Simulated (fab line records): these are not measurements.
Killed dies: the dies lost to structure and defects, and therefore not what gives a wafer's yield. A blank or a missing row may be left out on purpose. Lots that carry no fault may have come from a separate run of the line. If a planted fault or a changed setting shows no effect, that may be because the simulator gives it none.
Which tool is to blame? :: flow gf180mcu :: 11 lots with 33 wafers sampled at 3 steps, on a route of 602 steps

## WHAT EACH GAUGE READ, for each wafer
GF_M2_THK_MEAS_06: measures by xrf.
lot: L433
measured: day 18 23:16
on: film_metro-02
M2_ALCU_THK (nm): 456 467 465

lot: L434
measured: day 19 16:40
on: film_metro-03
M2_ALCU_THK (nm): 455 465 451

lot: L436
measured: day 20 00:50
on: film_metro-03
M2_ALCU_THK (nm): 448 448 452

lot: L443
measured: day 22 14:58
on: film_metro-02
M2_ALCU_THK (nm): 456 461 451

lot: L449
measured: day 24 06:55
on: film_metro-03
M2_ALCU_THK (nm): 465 462 471

lot: L450
measured: day 24 14:57
on: film_metro-03
M2_ALCU_THK (nm): 463 464 469

lot: L452
measured: day 25 01:09
on: film_metro-03
M2_ALCU_THK (nm): 479 475 470

lot: L451
measured: day 25 05:31
on: film_metro-03
M2_ALCU_THK (nm): 455 453 454

lot: L453
measured: day 25 07:44
on: film_metro-01
M2_ALCU_THK (nm): 447 446 449

lot: L454
measured: day 25 17:28
on: film_metro-03
M2_ALCU_THK (nm): 459 458 464

lot: L455
measured: day 25 20:34
on: film_metro-03
M2_ALCU_THK (nm): 462 464 465

## EACH LOT AND THE TOOL THAT RAN IT (in order: tool; ch and the chambers of the sampled wafers; start)
lot: L433
GF_V1_STRIP_18: plasma_asher-03 ch 0,1, day 18 21:41
GF_M2_SPUTTER_01: pvd_sputter-04, day 18 23:01

lot: L434
GF_V1_STRIP_18: plasma_asher-01 ch 0,1, day 19 15:04
GF_M2_SPUTTER_01: pvd_sputter-04, day 19 16:25

lot: L436
GF_V1_STRIP_18: plasma_asher-01 ch 0, day 19 23:10
GF_M2_SPUTTER_01: pvd_sputter-01, day 20 00:35

lot: L443
GF_V1_STRIP_18: plasma_asher-02 ch 0,1, day 22 13:23
GF_M2_SPUTTER_01: pvd_sputter-04, day 22 14:44

lot: L449
GF_V1_STRIP_18: plasma_asher-02 ch 0,1, day 24 05:19
GF_M2_SPUTTER_01: pvd_sputter-01, day 24 06:40

lot: L450
GF_V1_STRIP_18: plasma_asher-01 ch 0,1, day 24 13:24
GF_M2_SPUTTER_01: pvd_sputter-01, day 24 14:41

lot: L452
GF_V1_STRIP_18: plasma_asher-02 ch 0,1, day 24 23:32
GF_M2_SPUTTER_01: pvd_sputter-04, day 25 00:54

lot: L451
GF_V1_STRIP_18: plasma_asher-03 ch 0,1, day 25 03:58
GF_M2_SPUTTER_01: pvd_sputter-03, day 25 05:16

lot: L453
GF_V1_STRIP_18: plasma_asher-01 ch 0,1, day 25 06:07
GF_M2_SPUTTER_01: pvd_sputter-03, day 25 07:27

lot: L454
GF_V1_STRIP_18: plasma_asher-03 ch 0,1, day 25 15:53
GF_M2_SPUTTER_01: pvd_sputter-03, day 25 17:13

lot: L455
GF_V1_STRIP_18: plasma_asher-01 ch 0,1, day 25 18:58
GF_M2_SPUTTER_01: pvd_sputter-03, day 25 20:19
- GF_V1_STRIP_18: strips in O2/N2.
- GF_M2_SPUTTER_01: material TiN, target thk 30 nm, time 25 s.

## THE ANSWER, worked out from the rows above alone
Rule: the usual values come from the lots themselves. Put in order of their means at a reading, lots are off if they are a third of the lots or fewer, leave a main group of 4 or more, and stand apart from it by a gap of 3 or more times the standard deviation of the main group's means; of several such gaps the widest counts. The tables above print the reading to a certain number of digits; a main group whose means all agree to those digits is not used. Also off: a lot with no number at a reading for which 4 or more lots have one. All remaining lots with rows at the step are treated as sound.
No lot is off at any reading shown: from this, nothing can be told.

## WHAT HAD BEEN PUT IN BY THE SIMULATOR
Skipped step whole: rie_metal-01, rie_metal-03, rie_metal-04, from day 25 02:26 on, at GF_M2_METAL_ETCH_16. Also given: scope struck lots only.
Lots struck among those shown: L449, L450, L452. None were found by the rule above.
